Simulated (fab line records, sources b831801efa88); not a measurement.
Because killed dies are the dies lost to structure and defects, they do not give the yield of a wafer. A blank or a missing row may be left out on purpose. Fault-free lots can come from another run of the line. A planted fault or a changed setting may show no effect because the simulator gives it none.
Which tool was responsible? ; flow sky130 ; 13 lots, 39 wafers sampled, at 4 steps of a route of 708

## WHAT THE GAUGES SHOWED, per wafer
SKY_LOCAL_INTERCONNECT_CD_MEAS_11: target cd 170 nm. Usual: cd_nm 170.7 nm, standard deviation 1.6.
lot;measured;on;cd_nm (nm);flag
L527;day 30 14:21;cd_sem-01;170.4 168.7 169.6;
L528;day 30 19:54;cd_sem-02;173.4 171.9 171.6;
L529;day 30 20:53;cd_sem-02;171.4 170.2 170.5;
L532;day 32 08:30;cd_sem-01;171.4 170.6 172.1;
L533;day 32 11:16;cd_sem-02;169.5 170.9 169.2;
L539;day 34 02:26;cd_sem-01;170.5 171.4 171.7;
L544;day 36 09:09;cd_sem-01;168.2 169.3 170.4;
L546;day 36 10:01;cd_sem-01;171.7 171.1 170.9;
L545;day 36 11:19;cd_sem-01;170.0 170.3 170.1;
L547;day 36 14:13;cd_sem-01;172.0 170.5 169.3;
L548;day 37 03:30;cd_sem-02;169.6 169.6 170.1;
L549;day 37 07:54;cd_sem-01;170.9 170.2 169.9;
L550;day 37 16:11;cd_sem-02;173.5 174.0 174.3;

SKY_METAL1_OVL_MEAS_16. Usual: METAL1_OVL gives -1 nm (standard deviation 4.3).
lot;measured;on;METAL1_OVL (nm);flag
L527;day 32 23:39;overlay-01;-1 -1 -3;
L528;day 33 06:09;overlay-01;5 1 -2;
L529;day 33 06:34;overlay-01;3 -1 -1;
L532;day 34 17:01;overlay-02;-2 4 3;
L533;day 34 20:35;overlay-01;5 1 8;
L539;day 36 09:49;overlay-02;4 2 1;
L544;day 38 15:52;overlay-02;2 -6 -6;
L546;day 38 16:46;overlay-02;0 -4 -10;
L545;day 38 17:40;overlay-01;-3 -6 1;
L547;day 38 20:47;overlay-01;2 5 4;
L548;day 39 08:16;overlay-02;-4 0 3;
L549;day 39 14:15;overlay-01;-2 -2 3;
L550;day 39 21:07;overlay-02;-3 1 5;

## EACH LOT AND THE TOOL THAT RAN IT (in order: tool; ch and the chambers of the sampled wafers; start)
lot;SKY_CONTACT_CVD_00;SKY_METAL1_SPUTTER_03
L527;pecvd-04 ch 1,2, day 30 15:13;pvd_sputter-02, day 31 20:29
L528;pecvd-01 ch 1,2, day 30 20:46;pvd_sputter-04, day 32 02:24
L529;pecvd-04 ch 0,2, day 30 21:44;pvd_sputter-01, day 32 03:23
L532;pecvd-01 ch 0,1,2, day 32 09:22;pvd_sputter-02, day 33 15:09
L533;pecvd-04 ch 1,2, day 32 12:07;pvd_sputter-04, day 33 17:28
L539;pecvd-01 ch 0,1, day 34 03:16;pvd_sputter-04, day 35 07:27
L544;pecvd-03 ch 0,1,2, day 36 10:01;pvd_sputter-01, day 37 14:13
L546;pecvd-01 ch 0,1, day 36 10:52;pvd_sputter-01, day 37 15:28
L545;pecvd-04 ch 1,2, day 36 12:10;pvd_sputter-02, day 37 16:25
L547;pecvd-03 ch 0,1,2, day 36 15:02;pvd_sputter-02, day 37 19:16
L548;pecvd-01 ch 1,2, day 37 04:22;pvd_sputter-04, day 38 07:44
L549;pecvd-03 ch 0,1, day 37 11:29;pvd_sputter-04, day 38 14:03
L550;pecvd-01 ch 0,1,2, day 37 17:03;pvd_sputter-01, day 38 20:10
- SKY_CONTACT_CVD_00: deposits Si3N4, target thk 75 nm.
- SKY_METAL1_SPUTTER_03: material Ti, target thk 5 nm, time 3.3 s.

## WHAT THE TOOLS THEMSELVES READ (means of the sampled wafers that have a number; where no wafer has one, the mark that the record gives instead)
SKY_CONTACT_CVD_00. Usual: heater_power_w 721 W, standard deviation 120.
lot;tool;heater_power_w (W);flag
L527;pecvd-04;741;
L528;pecvd-01;700;
L529;pecvd-04;768;
L532;pecvd-01;654;
L533;pecvd-04;798;
L539;pecvd-01;628;
L544;pecvd-03;803;
L546;pecvd-01;644;
L545;pecvd-04;788;
L547;pecvd-03;788;
L548;pecvd-01;581;
L549;pecvd-03;807;
L550;pecvd-01;636;

SKY_METAL1_SPUTTER_03. Usual: cathode_dc_power_W 3000.0 W, standard deviation 0.58; throttle_valve_pct 30.0 %, standard deviation 0.9.
lot;tool;cathode_dc_power_W (W);throttle_valve_pct (%);flag
L527;pvd_sputter-02;2999.9;29.7;
L528;pvd_sputter-04;2999.7;30.6;
L529;pvd_sputter-01;2999.8;29.2;
L532;pvd_sputter-02;3000.1;29.8;
L533;pvd_sputter-04;2999.9;30.7;
L539;pvd_sputter-04;2910.4;30.8;OFF
L544;pvd_sputter-01;2999.9;29.8;
L546;pvd_sputter-01;2999.9;29.2;
L545;pvd_sputter-02;3000.1;30.2;
L547;pvd_sputter-02;3000.1;30.0;
L548;pvd_sputter-04;3000.4;30.1;
L549;pvd_sputter-04;3000.6;30.2;
L550;pvd_sputter-01;3000.2;29.2;

## THE ANSWER, worked out from the rows above alone
Rule: a lot counts as off when the mean over its wafers that have a number is more than 3 standard deviations away from the usual mean. Also off: a lot with no number at a reading for which 4 or more lots have one. Where the step has rows for the other lots, those lots are counted as sound. After the gauges, taken in route order, come the tools' own readings; for these a lot's mean is taken, as printed above. At the first step where some lot is off, the reading lying furthest off is the one used; lots without a number count as furthest.
Off at SKY_METAL1_SPUTTER_03 (cathode_dc_power_W): L539.
A tool fits if, at that step or a process step before it, it ran every lot that is off, and no sound lot after the first of them. No candidate that was tried fits.

## WHAT THE SIMULATOR HAD INSERTED
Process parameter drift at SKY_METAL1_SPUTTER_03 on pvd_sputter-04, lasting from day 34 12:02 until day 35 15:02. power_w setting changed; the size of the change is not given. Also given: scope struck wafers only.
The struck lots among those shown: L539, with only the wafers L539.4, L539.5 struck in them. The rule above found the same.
